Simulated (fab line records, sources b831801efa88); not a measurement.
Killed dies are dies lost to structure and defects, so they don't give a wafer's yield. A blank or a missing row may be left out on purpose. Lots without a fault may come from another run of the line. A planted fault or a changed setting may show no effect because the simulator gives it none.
fab line records | flow sky130
record lots=5 wafers=15 last_day=49
route steps=708 shown CONTACT@410 METAL1@434
lots that met no fault: from a run of the same line without faults
start_h: hours from the record's first day to the start of the lot's first wafer shown | wait_h: hours since the lot's step before | " the same as in the row above | L1.1+2: a row that stands for several wafers | - no value, or no start given | * or withheld: withheld | < > ~ a bound
route shown NAME@n: a module of which the file shows steps, and the number in the route of the first | usual: mean/standard deviation of fault-free wafers | same: alike in all rows | chamber/n: place in a boat | sites: the reading at each site | _std_site: their standard deviation | _edge_site: outer sites' mean less inner sites' | radius_mm: how far each site lies from the wafer's centre | mask NAME#n: copy n | behind: the tool/chamber that last shaped the wafer | hold: why the lot was held/for how many hours/how that ended | device: the transistor (n, p or np) that didn't switch | end of line: the same wafers' tests at the end of the route | a step without rows: its recipe alone | killed: dies lost to structure and defects at the first sort, not the wafer's yield | map: a wafer's dies, x killed, . not, _ none there
set.NAME: the setting as run; set.NAME@STEP: as run at that earlier step | model.NAME: the simulator's own value behind a step, which no gauge read
lots at some steps of the route; a table a step, a row a wafer
services: from which hour (start_h, from the record's first day; less than 0 if before it) a tool's chamber was out of use, for how many hours, and why
## steps
# step SKY_CONTACT_CMP_04
# recipe material=SiO2 down_force_psi=4 platen_rpm=60 pad_velocity_m_s=0.94248
# usual motor_current_A=11.8/0.84 time_to_endpoint_s=86/5.4
# columns lot.wafer tool chamber start_h wait_h motor_current_A time_to_endpoint_s
L076.2 cmp-02 1 716.79 0.0 12.2 82
L076.4 " 3 " " 11.6 89
L076.6 " 2 " " 11.8 86
L077.3 cmp-02 2 729.18 0.0 11.6 86
L077.4 " 0 " " 10.6 89
L077.6 " 3 " " 11.9 90
L084.4 cmp-02 2 783.98 0.3 12.2 79
L084.1 " 3 " " 11.8 87
L084.6 " 2 " " 12.1 81
L090.3 cmp-01 2 823.08 0.0 12.7 84
L090.6 " 2 " " 12.0 77
L090.5 " 3 " " 11.0 82
L093.2 cmp-01 2 850.46 0.1 12.4 88
L093.5 " 1 " " 13.7 90
L093.6 " 2 " " 12.9 83
# step SKY_CONTACT_BOW_MEAS_05
# recipe mode=bow
# usual CONTACT_BOW=82/6.3
# columns lot.wafer tool chamber start_h wait_h CONTACT_BOW[um]
L076.2 film_metro-01 - 717.11 0.3 73
L076.4 " - " " 79
L076.6 " - " " 79
L077.3 film_metro-02 - 729.52 0.3 84
L077.4 " - " " 86
L077.6 " - " " 75
L084.1 film_metro-04 - 784.23 0.1 86
L084.4 " - " " 76
L084.6 " - " " 81
L090.3 film_metro-04 - 823.42 0.3 93
L090.5 " - " " 81
L090.6 " - " " 75
L093.2 film_metro-01 - 850.73 0.2 85
L093.5 " - " " 80
L093.6 " - " " 85
# step SKY_CONTACT_DEHYDRATE_06
# recipe temp_c=200 time_s=60
# usual plate_temp_C=199.96/0.17
# columns lot.wafer tool chamber start_h wait_h plate_temp_C
L076.2 litho_track-03 0 731.12 14.0 199.71
L076.4 " 0 " " 199.59
L076.6 " 0 " " 199.72
L077.3 litho_track-04 0 742.19 12.6 199.76
L077.4 " 0 " " 199.98
L077.6 " 0 " " 199.78
L084.1 litho_track-01 0 795.74 11.5 200.03
L084.4 " 0 " " 200.07
L084.6 " 0 " " 200.08
L090.3 litho_track-03 0 836.15 12.7 199.83
L090.5 " 0 " " 199.92
L090.6 " 0 " " 199.88
L093.2 litho_track-01 0 863.86 13.1 200.26
L093.5 " 0 " " 200.20
L093.6 " 0 " " 199.91
# step SKY_CONTACT_HMDS_07
# recipe prime_time_s=60 prime_temp_c=120
# columns lot.wafer tool chamber start_h wait_h
L076.2+4+6 litho_track-03 0 731.27 0.1
L077.3+4+6 litho_track-04 0 742.34 0.1
L084.1+4+6 litho_track-01 0 795.89 0.1
L090.3+5+6 litho_track-03 0 836.30 0.1
L093.2+5+6 litho_track-01 0 864.01 0.1
# step SKY_CONTACT_COAT_08
# recipe resist=BARC temp_c=withheld time_s=withheld spin_rpm=3000 resist_thk_nm=60
# columns lot.wafer tool chamber start_h wait_h
L076.2+4+6 litho_track-03 0 731.42 0.1
L077.3+4+6 litho_track-04 0 742.49 0.1
L084.1+4+6 litho_track-01 0 796.04 0.1
L090.3+5+6 litho_track-03 0 836.45 0.1
L093.2+5+6 litho_track-01 0 864.16 0.1
# step SKY_CONTACT_COAT_09
# recipe resist=KrF-thick spin_rpm=3000 resist_thk_nm=450
# columns lot.wafer tool chamber start_h wait_h
L076.2+4+6 litho_track-03 0 - -
L077.3+4+6 litho_track-04 0 - -
L084.1+4+6 litho_track-01 0 - -
L090.3+5+6 litho_track-03 0 - -
L093.2+5+6 litho_track-01 0 - -
# step SKY_CONTACT_SOFTBAKE_10
# recipe temp_c=100 time_s=90 resist=KrF-thick
# usual plate_temp_C=100.00/0.13
# columns lot.wafer tool chamber start_h wait_h plate_temp_C
L076.2 litho_track-03 0 - - 99.85
L076.4 " 0 " " 99.86
L076.6 " 0 " " 99.76
L077.3 litho_track-04 0 - - 99.98
L077.4 " 0 " " 100.07
L077.6 " 0 " " 100.22
L084.1 litho_track-01 0 - - 99.83
L084.4 " 0 " " 99.83
L084.6 " 0 " " 99.84
L090.3 litho_track-03 0 - - 100.05
L090.5 " 0 " " 100.06
L090.6 " 0 " " 100.13
L093.2 litho_track-01 0 - - 100.00
L093.5 " 0 " " 100.16
L093.6 " 0 " " 100.31
# step SKY_CONTACT_EXPOSE_11
# recipe mask_id=CTM1 na=0.8 source_shape=annular sigma_inner=0.55 sigma_outer=0.85 target_cd_nm=170 dose_mj=38
# columns lot.wafer tool chamber start_h wait_h mask
L076.2+4+6 krf_scanner-01 0 - - CTM1#0
L077.3+4+6 krf_scanner-01 0 - - CTM1#0
L084.1+4+6 krf_scanner-02 0 - - CTM1#0
L090.3+5+6 krf_scanner-02 0 - - CTM1#0
L093.2+5+6 krf_scanner-01 0 - - CTM1#0
# step SKY_CONTACT_PEB_12
# recipe peb_temp_c=withheld peb_time_s=withheld resist=KrF-thick
# columns lot.wafer tool chamber start_h wait_h
L076.2+4+6 litho_track-04 0 - -
L077.3+4+6 litho_track-04 0 - -
L084.1+4+6 litho_track-01 0 - -
L090.3+5+6 litho_track-04 0 - -
L093.2+5+6 litho_track-04 0 - -
# step SKY_CONTACT_DEVELOP_13
# recipe develop_time_s=60 resist=KrF-thick dev_temp_c=21
# columns lot.wafer tool chamber start_h wait_h
L076.2+4+6 litho_track-04 0 - -
L077.3+4+6 litho_track-04 0 - -
L084.1+4+6 litho_track-01 0 - -
L090.3+5+6 litho_track-04 0 - -
L093.2+5+6 litho_track-04 0 - -
# step SKY_CONTACT_CD_MEAS_14
# recipe target_cd_nm=170
# usual cd_nm=170.2/1.1
# columns lot.wafer tool chamber start_h wait_h cd_nm
L076.2 cd_sem-01 - 745.56 - 169.4
L076.4 " - " " 168.4
L076.6 " - " " 167.6
L077.3 cd_sem-01 - 755.53 - 169.3
L077.4 " - " " 171.8
L077.6 " - " " 171.4
L084.1 cd_sem-02 - 809.94 - 170.3
L084.4 " - " " 171.7
L084.6 " - " " 172.2
L090.3 cd_sem-02 - 848.98 - 172.1
L090.5 " - " " 170.7
L090.6 " - " " 170.7
L093.2 cd_sem-02 - 876.96 - 170.3
L093.5 " - " " 170.8
L093.6 " - " " 169.2
# step SKY_CONTACT_OVL_MEAS_15
# usual CONTACT_OVL=0/5
# columns lot.wafer tool chamber start_h wait_h CONTACT_OVL[nm]
L076.2 overlay-02 - 745.66 0.1 -1
L076.4 " - " " -3
L076.6 " - " " 8
L077.3 overlay-02 - 755.62 0.1 -1
L077.4 " - " " 0
L077.6 " - " " -9
L084.1 overlay-01 - 810.06 0.1 -1
L084.4 " - " " 0
L084.6 " - " " -2
L090.3 overlay-01 - 849.07 0.1 4
L090.5 " - " " 3
L090.6 " - " " -1
L093.2 overlay-02 - 877.06 0.1 -6
L093.5 " - " " -7
L093.6 " - " " -4
# step SKY_CONTACT_ETCH_16
# recipe chemistry=N2/H2 target=BARC ion_energy_ev=200 source_w=500 bias_w=100 pressure_mtorr=30 n2_flow_sccm=100 h2_flow_sccm=200 stop_on=SiO2 time_s=45.9 target_depth_a=600
# usual chamber_pressure_mTorr=30.001/0.026 drypump_motor_current_A=5.6/0.42 n2_flow_sccm=100.0/0.34 oes_product_au=0.854/0.0051 throttle_valve_pct=13.225/0.0081
# columns lot.wafer tool chamber start_h wait_h chamber_pressure_mTorr drypump_motor_current_A n2_flow_sccm oes_product_au rf_hours_counter_h throttle_valve_pct
L076.2 rie_diel-04 0 745.69 0.0 29.957 5.3 99.8 0.849 11 13.220
L076.4 " 0 " " 30.015 5.3 100.1 0.865 - 13.226
L076.6 " 2 " " 30.003 5.4 99.8 0.857 - 13.217
L077.3 rie_diel-03 1 755.64 0.0 30.032 5.1 100.4 0.851 8 13.220
L077.4 " 0 " " 29.974 6.4 100.3 0.852 16 13.221
L077.6 " 2 " " 30.039 5.4 100.0 0.849 - 13.225
L084.1 rie_diel-04 1 810.09 0.0 30.043 4.9 100.1 0.854 15 13.233
L084.4 " 0 " " 29.967 5.3 100.3 0.860 14 13.212
L084.6 " 3 " " 30.015 5.7 100.3 0.861 - 13.231
L090.3 rie_diel-03 1 849.09 0.0 29.960 5.1 100.1 0.845 11 13.226
L090.5 " 0 " " 30.001 6.4 100.3 0.845 - 13.230
L090.6 " 1 " " 29.998 5.1 100.2 0.851 - 13.217
L093.2 rie_diel-04 3 877.09 0.0 29.986 5.6 100.1 0.845 9 13.216
L093.5 " 1 " " 29.995 4.9 100.6 0.856 - 13.223
L093.6 " 2 " " 30.022 5.4 99.4 0.864 - 13.231
# step SKY_CONTACT_ETCH_17
# recipe target=SiO2 chemistry=C4F8/O2/Ar stop_on=Si3N4 mask_material=KrF-thick source_w=1500 bias_w=1200 pressure_mtorr=40 c4f8_flow_sccm=withheld O2_flow_sccm=6 Ar_flow_sccm=300 time_s=withheld target_depth_a=3400
# usual chamber_pressure_mTorr=40.00/0.034 oes_product_au=0.893/0.0052
# columns lot.wafer tool chamber start_h wait_h chamber_pressure_mTorr oes_product_au
L076.2 rie_diel-04 0 745.74 0.0 39.98 0.887
L076.4 " 0 " " 40.00 0.884
L076.6 " 2 " " 40.05 0.892
L077.3 rie_diel-03 1 755.69 0.0 39.96 0.887
L077.4 " 0 " " 40.04 0.891
L077.6 " 2 " " 40.02 0.888
L084.1 rie_diel-04 1 810.13 0.0 40.07 0.896
L084.4 " 0 " " 39.99 0.893
L084.6 " 3 " " 39.95 0.897
L090.3 rie_diel-03 1 849.14 0.0 40.04 0.881
L090.5 " 0 " " 39.93 0.891
L090.6 " 1 " " 40.05 0.898
L093.2 rie_diel-04 3 877.14 0.0 40.02 0.896
L093.5 " 1 " " 40.03 0.887
L093.6 " 2 " " 40.03 0.892
# step SKY_CONTACT_ETCH_18
# recipe target=Si3N4 chemistry=CHF3/O2 stop_on=TiN source_w=600 bias_w=200 pressure_mtorr=40 chf3_flow_sccm=50 O2_flow_sccm=5 time_s=39 target_depth_a=750
# usual chamber_pressure_mTorr=40.00/0.036 drypump_motor_current_A=5.6/0.43 oes_product_au=0.853/0.009 throttle_valve_pct=8.793/0.0093
# columns lot.wafer tool chamber start_h wait_h chamber_pressure_mTorr drypump_motor_current_A oes_product_au rf_hours_counter_h throttle_valve_pct
L076.2 rie_diel-04 0 - - 39.98 5.4 0.863 12 8.807
L076.4 " 0 " " 39.99 5.3 0.863 - 8.801
L076.6 " 2 " " 40.03 5.4 0.862 - 8.794
L077.3 rie_diel-03 1 - - 40.00 5.1 0.844 8 8.786
L077.4 " 0 " " 39.97 6.4 0.847 16 8.779
L077.6 " 2 " " 40.06 5.4 0.859 - 8.804
L084.1 rie_diel-04 1 - - 40.02 4.9 0.856 15 8.809
L084.4 " 0 " " 40.01 5.3 0.862 14 8.781
L084.6 " 3 " " 40.01 5.6 0.865 - 8.795
L090.3 rie_diel-03 1 - - 40.01 5.1 0.846 11 8.780
L090.5 " 0 " " 40.08 6.3 0.842 - 8.776
L090.6 " 1 " " 40.04 5.1 0.843 - 8.777
L093.2 rie_diel-04 3 - - 39.93 5.6 0.845 9 8.805
L093.5 " 1 " " 40.04 4.9 0.859 - 8.803
L093.6 " 2 " " 39.98 5.4 0.855 - 8.811
# step SKY_CONTACT_STRIP_19
# recipe chemistry=O2/N2 power_w=1400 pressure_mtorr=1500 platen_temp_c=withheld o2_flow_sccm=3000 n2_flow_sccm=300 overash_fraction=0.5
# usual chamber_pressure_mTorr=1499.9/1.5 drypump_motor_current_A=5.4/0.43 n2_flow_sccm=300.1/0.89 oes_product_au=0.380/0.0049 strip_time_to_endpoint_s=3.61/0.055
# columns lot.wafer tool chamber start_h wait_h chamber_pressure_mTorr drypump_motor_current_A n2_flow_sccm oes_product_au rf_hours_counter_h strip_time_to_endpoint_s
L076.2 plasma_asher-04 0 745.83 - 1499.0 5.3 300.0 0.378 29 3.59
L076.4 " 1 " " 1497.4 5.1 302.5 0.386 - 3.58
L076.6 " 0 " " 1498.9 5.2 298.6 0.389 - 3.64
L077.3 plasma_asher-02 0 755.81 - 1502.5 6.3 299.1 0.377 - 3.54
L077.4 " 1 " " 1498.5 5.1 300.3 0.379 - 3.67
L077.6 " 0 " " 1500.0 6.3 301.2 0.378 - 3.59
L084.1 plasma_asher-04 1 810.22 - 1497.7 5.1 300.0 0.374 35 3.52
L084.4 " 1 " " 1500.5 5.1 300.6 0.381 - 3.53
L084.6 " 1 " " 1500.4 5.1 300.1 0.388 - 3.56
L090.3 plasma_asher-04 1 849.26 - 1501.1 5.1 300.1 0.377 - 3.57
L090.5 " 1 " " 1501.7 5.1 299.5 0.382 - 3.71
L090.6 " 0 " " 1500.0 5.2 298.5 0.382 - 3.58
L093.2 plasma_asher-01 1 877.23 - 1500.7 6.1 298.9 0.374 76 3.56
L093.5 " 1 " " 1500.4 6.2 299.6 0.371 - 3.52
L093.6 " 0 " " 1498.3 5.3 298.8 0.383 - 3.63
# step SKY_CONTACT_STRIP_20
# recipe chemistry=post_etch_residue_remover time_s=1200 temp_c=72.5
# columns lot.wafer tool chamber start_h wait_h
L076.2+4+6 wet_bench-02 3 745.93 0.1
L077.3+4+6 wet_bench-01 0 755.88 0.0
L084.1+4+6 wet_bench-04 3 810.32 0.1
L090.3+5+6 wet_bench-01 2 849.33 0.0
L093.2+5+6 wet_bench-01 3 877.33 0.1
# step SKY_CONTACT_CLEAN_21
# recipe chemistry=IPA time_s=180 temp_c=25
# columns lot.wafer tool chamber start_h wait_h
L076.2+4+6 wet_bench-02 0 746.27 0.0
L077.3+4+6 wet_bench-04 1 756.25 0.0
L084.1+4+6 wet_bench-02 0 810.67 0.0
L090.3+5+6 wet_bench-04 1 849.67 0.0
L093.2+5+6 wet_bench-04 1 877.67 0.0
# step SKY_CONTACT_CLEAN_22
# recipe chemistry=O3/DIW dry=n2_spin
# columns lot.wafer tool chamber start_h wait_h
L076.2+4+6 wet_bench-02 3 746.33 0.0
L077.3+4+6 wet_bench-04 1 756.31 0.0
L084.1+4+6 wet_bench-01 3 810.72 0.0
L090.3+5+6 wet_bench-01 1 849.73 0.0
L093.2+5+6 wet_bench-01 0 877.73 0.0
# step SKY_CONTACT_SPUTTER_23
# recipe material=TiN target_thk_nm=20 chamber_pressure_pa=5 power_w=4000 time_s=80
# usual throttle_valve_pct=29.5/1.1
# columns lot.wafer tool chamber start_h wait_h throttle_valve_pct
L076.2 pvd_sputter-03 - 746.43 0.0 30.8
L076.4 " - " " 30.7
L076.6 " - " " 30.3
L077.3 pvd_sputter-03 - 756.40 0.0 29.0
L077.4 " - " " 30.6
L077.6 " - " " 30.7
L084.1 pvd_sputter-04 - 810.82 0.0 29.8
L084.4 " - " " 28.6
L084.6 " - " " 29.7
L090.3 pvd_sputter-02 - 849.82 0.0 28.5
L090.5 " - " " 28.2
L090.6 " - " " 27.3
L093.2 pvd_sputter-04 - 877.82 0.0 29.8
L093.5 " - " " 29.6
L093.6 " - " " 30.6
# step SKY_CONTACT_CVD_24
# recipe material=W target_thk_nm=340 time_s=102.12 temp_c=400 pressure_torr=40
# usual heater_power_w=839/43
# columns lot.wafer tool chamber start_h wait_h heater_power_w
L076.2 cvd_w-02 1 746.49 0.0 810
L076.4 " 0 " " 858
L076.6 " 1 " " 838
L077.3 cvd_w-01 0 756.50 0.1 789
L077.4 " 1 " " 858
L077.6 " 1 " " 877
L084.1 cvd_w-02 0 810.88 0.0 862
L084.4 " 1 " " 852
L084.6 " 0 " " 866
L090.3 cvd_w-02 0 849.92 0.1 896
L090.5 " 1 " " 853
L090.6 " 0 " " 878
L093.2 cvd_w-02 0 877.88 0.0 897
L093.5 " 0 " " 860
L093.6 " 1 " " 851
# step SKY_CONTACT_RS_MEAS_25
# recipe thk_meas_gauge=four-point-probe reads=W_of_CONTACT_CVD_24+TiN_of_CONTACT_SPUTTER_23
# usual CONTACT_W_RS=0.338/0.0053
# columns lot.wafer tool chamber start_h wait_h CONTACT_W_RS[ohm/sq]
L076.2 film_metro-02 - 746.62 0.1 0.337
L076.4 " - " " 0.344
L076.6 " - " " 0.338
L077.3 film_metro-01 - 756.61 0.1 0.327
L077.4 " - " " 0.333
L077.6 " - " " 0.330
L084.1 film_metro-02 - 810.99 0.1 0.339
L084.4 " - " " 0.342
L084.6 " - " " 0.337
L090.3 film_metro-02 - 850.03 0.1 0.343
L090.5 " - " " 0.339
L090.6 " - " " 0.342
L093.2 film_metro-02 - 878.01 0.1 0.336
L093.5 " - " " 0.334
L093.6 " - " " 0.336
# step SKY_CONTACT_THK_MEAS_26
# recipe thk_meas_gauge=xrf reads=W_of_CONTACT_CVD_24
# usual CONTACT_W_THK=339/7
# columns lot.wafer tool chamber start_h wait_h CONTACT_W_THK[nm]
L076.2 film_metro-02 - 746.73 0.1 338
L076.4 " - " " 334
L076.6 " - " " 337
L077.3 film_metro-01 - 756.71 0.1 350
L077.4 " - " " 343
L077.6 " - " " 344
L084.1 film_metro-02 - 811.11 0.1 335
L084.4 " - " " 333
L084.6 " - " " 338
L090.3 film_metro-02 - 850.13 0.1 332
L090.5 " - " " 336
L090.6 " - " " 333
L093.2 film_metro-02 - 878.12 0.1 338
L093.5 " - " " 335
L093.6 " - " " 334
# step SKY_CONTACT_CMP_27
# recipe stop_on=SiO2 t_overpolish_s=15 down_force_psi=3.5 platen_rpm=60 target_thk_nm=0 pad_velocity_m_s=0.94248
# usual motor_current_A=10.9/0.76 overpolish_run_s=14.998/0.01 time_to_endpoint_s=85/3.8
# columns lot.wafer tool chamber start_h wait_h motor_current_A overpolish_run_s time_to_endpoint_s
L076.2 cmp-01 0 746.78 0.0 10.7 14.996 83
L076.4 " 2 " " 11.3 14.987 84
L076.6 " 1 " " 12.3 14.992 89
L077.4 cmp-02 0 756.75 0.0 9.8 15.005 89
L077.3 " 2 " " 11.6 15.006 88
L077.6 " 1 " " 10.7 14.991 83
L084.4 cmp-01 3 811.22 0.1 9.6 14.996 85
L084.1 " 0 " " 10.7 15.022 85
L084.6 " 2 " " 11.1 14.993 85
L090.3 cmp-02 0 850.32 0.2 9.5 14.987 89
L090.6 " 1 " " 10.1 14.997 81
L090.5 " 2 " " 10.9 15.004 86
L093.2 cmp-02 2 878.19 0.1 10.9 15.004 87
L093.5 " 2 " " 10.7 14.991 90
L093.6 " 3 " " 10.9 14.984 90
# step SKY_METAL1_SPUTTER_00
# recipe material=Ti target_thk_nm=15 power_w=3000 time_s=10 chamber_pressure_pa=0.4
# usual throttle_valve_pct=30.2/1
# columns lot.wafer tool chamber start_h wait_h throttle_valve_pct
L076.2 pvd_sputter-01 - 747.08 0.2 30.1
L076.4 " - " " 31.2
L076.6 " - " " 30.8
L077.3 pvd_sputter-03 - 757.05 0.1 30.5
L077.4 " - " " 31.0
L077.6 " - " " 30.9
L084.1 pvd_sputter-03 - 811.47 0.1 29.3
L084.4 " - " " 31.0
L084.6 " - " " 30.4
L090.3 pvd_sputter-03 - 850.47 0.1 31.1
L090.5 " - " " 30.3
L090.6 " - " " 29.9
L093.2 pvd_sputter-01 - 878.49 0.2 31.7
L093.5 " - " " 29.9
L093.6 " - " " 31.7
# step SKY_METAL1_SPUTTER_01
# recipe material=TiN target_thk_nm=20 power_w=6500 time_s=16.7 chamber_pressure_pa=0.4
# usual throttle_valve_pct=30.2/1
# columns lot.wafer tool chamber start_h wait_h throttle_valve_pct
L076.2 pvd_sputter-01 - 747.10 0.0 30.1
L076.4 " - " " 31.1
L076.6 " - " " 30.7
L077.3 pvd_sputter-03 - 757.07 0.0 30.4
L077.4 " - " " 31.1
L077.6 " - " " 30.8
L084.1 pvd_sputter-03 - 811.49 0.0 29.2
L084.4 " - " " 30.9
L084.6 " - " " 30.8
L090.3 pvd_sputter-03 - 850.49 0.0 30.7
L090.5 " - " " 30.2
L090.6 " - " " 30.0
L093.2 pvd_sputter-01 - 878.51 0.0 31.9
L093.5 " - " " 30.1
L093.6 " - " " 31.6
# step SKY_METAL1_SPUTTER_02
# recipe material=AlCu target_thk_nm=250 power_w=10600 time_s=13.3 chamber_pressure_pa=0.4
# usual throttle_valve_pct=30.2/1
# columns lot.wafer tool chamber start_h wait_h throttle_valve_pct
L076.2 pvd_sputter-01 - 747.13 0.0 30.2
L076.4 " - " " 31.2
L076.6 " - " " 30.8
L077.3 pvd_sputter-03 - 757.10 0.0 30.3
L077.4 " - " " 30.9
L077.6 " - " " 31.1
L084.1 pvd_sputter-03 - 811.51 0.0 29.1
L084.4 " - " " 31.0
L084.6 " - " " 30.4
L090.3 pvd_sputter-03 - 850.52 0.0 31.0
L090.5 " - " " 30.5
L090.6 " - " " 29.7
L093.2 pvd_sputter-01 - 878.54 0.0 31.8
L093.5 " - " " 30.1
L093.6 " - " " 31.5
# step SKY_METAL1_SPUTTER_03
# recipe material=Ti target_thk_nm=5 power_w=3000 time_s=3.3 chamber_pressure_pa=0.4
# usual throttle_valve_pct=30.2/1
# columns lot.wafer tool chamber start_h wait_h throttle_valve_pct
L076.2 pvd_sputter-01 - 747.15 0.0 30.0
L076.4 " - " " 31.0
L076.6 " - " " 30.5
L077.3 pvd_sputter-03 - 757.12 0.0 30.5
L077.4 " - " " 31.0
L077.6 " - " " 31.1
L084.1 pvd_sputter-03 - 811.54 0.0 29.1
L084.4 " - " " 31.1
L084.6 " - " " 30.7
L090.3 pvd_sputter-03 - 850.54 0.0 31.0
L090.5 " - " " 30.5
L090.6 " - " " 29.7
L093.2 pvd_sputter-01 - 878.56 0.0 31.7
L093.5 " - " " 30.2
L093.6 " - " " 31.8
# step SKY_METAL1_SPUTTER_04
# recipe material=TiN target_thk_nm=70 power_w=6500 time_s=58.3 chamber_pressure_pa=0.4
# usual throttle_valve_pct=30.2/1
# columns lot.wafer tool chamber start_h wait_h throttle_valve_pct
L076.2 pvd_sputter-01 - 747.17 0.0 30.1
L076.4 " - " " 30.9
L076.6 " - " " 30.9
L077.3 pvd_sputter-03 - 757.14 0.0 30.4
L077.4 " - " " 30.6
L077.6 " - " " 30.9
L084.1 pvd_sputter-03 - 811.56 0.0 29.2
L084.4 " - " " 31.1
L084.6 " - " " 30.6
L090.3 pvd_sputter-03 - 850.56 0.0 30.8
L090.5 " - " " 30.4
L090.6 " - " " 29.8
L093.2 pvd_sputter-01 - 878.58 0.0 31.5
L093.5 " - " " 30.1
L093.6 " - " " 31.5
# step SKY_METAL1_RS_MEAS_05
# recipe thk_meas_gauge=four-point-probe reads=TiN_of_METAL1_SPUTTER_04+Ti_of_METAL1_SPUTTER_03+AlCu_of_METAL1_SPUTTER_02+TiN_of_METAL1_SPUTTER_01+Ti_of_METAL1_SPUTTER_00
# usual METAL1_ALCU_RS=0.1271/0.0016
# columns lot.wafer tool chamber start_h wait_h METAL1_ALCU_RS[ohm/sq]
L076.2 film_metro-04 - 747.24 0.0 0.1282
L076.4 " - " " 0.1276
L076.6 " - " " 0.1267
L077.3 film_metro-04 - 757.23 0.1 0.1277
L077.4 " - " " 0.1275
L077.6 " - " " 0.1270
L084.1 film_metro-02 - 811.61 0.0 0.1239
L084.4 " - " " 0.1274
L084.6 " - " " 0.1258
L090.3 film_metro-04 - 850.65 0.1 0.1287
L090.5 " - " " 0.1286
L090.6 " - " " 0.1314
L093.2 film_metro-03 - 878.65 0.0 0.1264
L093.5 " - " " 0.1276
L093.6 " - " " 0.1261
# step SKY_METAL1_THK_MEAS_06
# recipe thk_meas_gauge=xrf reads=AlCu_of_METAL1_SPUTTER_02
# usual METAL1_ALCU_THK=250/3.2
# columns lot.wafer tool chamber start_h wait_h METAL1_ALCU_THK[nm]
L076.2 film_metro-04 - 747.35 0.1 248
L076.4 " - " " 250
L076.6 " - " " 252
L077.3 film_metro-04 - 757.33 0.1 249
L077.4 " - " " 250
L077.6 " - " " 250
L084.1 film_metro-02 - 811.73 0.1 253
L084.4 " - " " 247
L084.6 " - " " 251
L090.3 film_metro-04 - 850.75 0.1 249
L090.5 " - " " 247
L090.6 " - " " 244
L093.2 film_metro-03 - 878.76 0.1 250
L093.5 " - " " 247
L093.6 " - " " 252
# step SKY_METAL1_DEHYDRATE_07
# recipe temp_c=200 time_s=60
# usual plate_temp_C=199.99/0.16
# columns lot.wafer tool chamber start_h wait_h plate_temp_C
L076.2 litho_track-01 0 760.46 13.1 200.31
L076.4 " 0 " " 199.75
L076.6 " 0 " " 199.95
L077.3 litho_track-01 0 770.08 12.7 199.76
L077.4 " 0 " " 199.79
L077.6 " 0 " " 199.94
L084.1 litho_track-03 0 823.45 11.7 200.06
L084.4 " 0 " " 199.84
L084.6 " 0 " " 199.94
L090.3 litho_track-03 0 863.75 13.0 199.86
L090.5 " 0 " " 199.80
L090.6 " 0 " " 199.93
L093.2 litho_track-03 0 891.42 12.7 200.03
L093.5 " 0 " " 200.23
L093.6 " 0 " " 199.96
# step SKY_METAL1_HMDS_08
# recipe prime_time_s=60 prime_temp_c=120
# columns lot.wafer tool chamber start_h wait_h
L076.2+4+6 litho_track-01 0 760.61 0.1
L077.3+4+6 litho_track-01 0 770.23 0.1
L084.1+4+6 litho_track-03 0 823.60 0.1
L090.3+5+6 litho_track-03 0 863.90 0.1
L093.2+5+6 litho_track-03 0 891.57 0.1
# step SKY_METAL1_COAT_09
# recipe resist=BARC temp_c=withheld time_s=withheld spin_rpm=3000 resist_thk_nm=60
# columns lot.wafer tool chamber start_h wait_h
L076.2+4+6 litho_track-01 0 760.76 0.1
L077.3+4+6 litho_track-01 0 770.38 0.1
L084.1+4+6 litho_track-03 0 823.75 0.1
L090.3+5+6 litho_track-03 0 864.05 0.1
L093.2+5+6 litho_track-03 0 891.72 0.1
# step SKY_METAL1_COAT_10
# recipe resist=KrF-thick spin_rpm=3000 resist_thk_nm=450
# columns lot.wafer tool chamber start_h wait_h
L076.2+4+6 litho_track-01 0 - -
L077.3+4+6 litho_track-01 0 - -
L084.1+4+6 litho_track-03 0 - -
L090.3+5+6 litho_track-03 0 - -
L093.2+5+6 litho_track-03 0 - -
# step SKY_METAL1_SOFTBAKE_11
# recipe temp_c=100 time_s=90 resist=KrF-thick
# usual plate_temp_C=100.01/0.12
# columns lot.wafer tool chamber start_h wait_h plate_temp_C
L076.2 litho_track-01 0 - - 100.05
L076.4 " 0 " " 99.98
L076.6 " 0 " " 99.94
L077.3 litho_track-01 0 - - 100.21
L077.4 " 0 " " 100.14
L077.6 " 0 " " 100.01
L084.1 litho_track-03 0 - - 100.07
L084.4 " 0 " " 99.89
L084.6 " 0 " " 100.11
L090.3 litho_track-03 0 - - 100.05
L090.5 " 0 " " 99.99
L090.6 " 0 " " 99.93
L093.2 litho_track-03 0 - - 100.09
L093.5 " 0 " " 100.36
L093.6 " 0 " " 100.37
# step SKY_METAL1_EXPOSE_12
# recipe mask_id=MM1 na=0.8 source_shape=annular sigma_inner=0.55 sigma_outer=0.85 target_cd_nm=140 dose_mj=28
# columns lot.wafer tool chamber start_h wait_h mask
L076.2+4+6 krf_scanner-01 0 - - MM1#0
L077.3+4+6 krf_scanner-02 0 - - MM1#0
L084.1+4+6 krf_scanner-01 0 - - MM1#0
L090.3+5+6 krf_scanner-02 0 - - MM1#0
L093.2+5+6 krf_scanner-02 0 - - MM1#0
# step SKY_METAL1_PEB_13
# recipe peb_temp_c=withheld peb_time_s=withheld resist=KrF-thick
# columns lot.wafer tool chamber start_h wait_h
L076.2+4+6 litho_track-02 0 - -
L077.3+4+6 litho_track-02 0 - -
L084.1+4+6 litho_track-01 0 - -
L090.3+5+6 litho_track-01 0 - -
L093.2+5+6 litho_track-01 0 - -
# step SKY_METAL1_DEVELOP_14
# recipe develop_time_s=60 resist=KrF-thick dev_temp_c=21
# columns lot.wafer tool chamber start_h wait_h
L076.2+4+6 litho_track-02 0 - -
L077.3+4+6 litho_track-02 0 - -
L084.1+4+6 litho_track-01 0 - -
L090.3+5+6 litho_track-01 0 - -
L093.2+5+6 litho_track-01 0 - -
## services
# columns tool chamber start_h hours kind
krf_scanner-01 - 692.99 1.3 pm
cmp-02 - 701.02 0.5 repair
rie_diel-04 - 710.96 0.4 repair
rie_diel-04 3 711.32 10.7 repair
krf_scanner-01 - 736.83 1.0 pm
krf_scanner-02 - 737.71 0.3 repair
rie_diel-03 - 739.79 14.6 pm
pvd_sputter-03 - 741.38 0.8 repair
cmp-02 - 744.11 4.0 pm
rie_diel-04 3 745.15 2.8 repair
krf_scanner-01 - 748.13 7.3 repair
rie_diel-04 3 756.04 2.6 repair
cmp-02 - 770.27 2.5 repair
krf_scanner-02 - 770.95 1.0 pm
rie_diel-04 2 775.56 3.5 repair
rie_diel-03 1 788.88 2.7 repair
rie_diel-04 2 812.05 1.5 repair
krf_scanner-01 - 816.43 3.6 pm
krf_scanner-01 - 820.56 0.8 pm
krf_scanner-02 - 832.33 0.2 repair
krf_scanner-02 - 839.99 0.8 pm
pvd_sputter-01 - 863.33 0.8 repair
cmp-02 - 875.67 2.1 repair
rie_diel-03 2 880.46 2.4 repair
## key
fault none
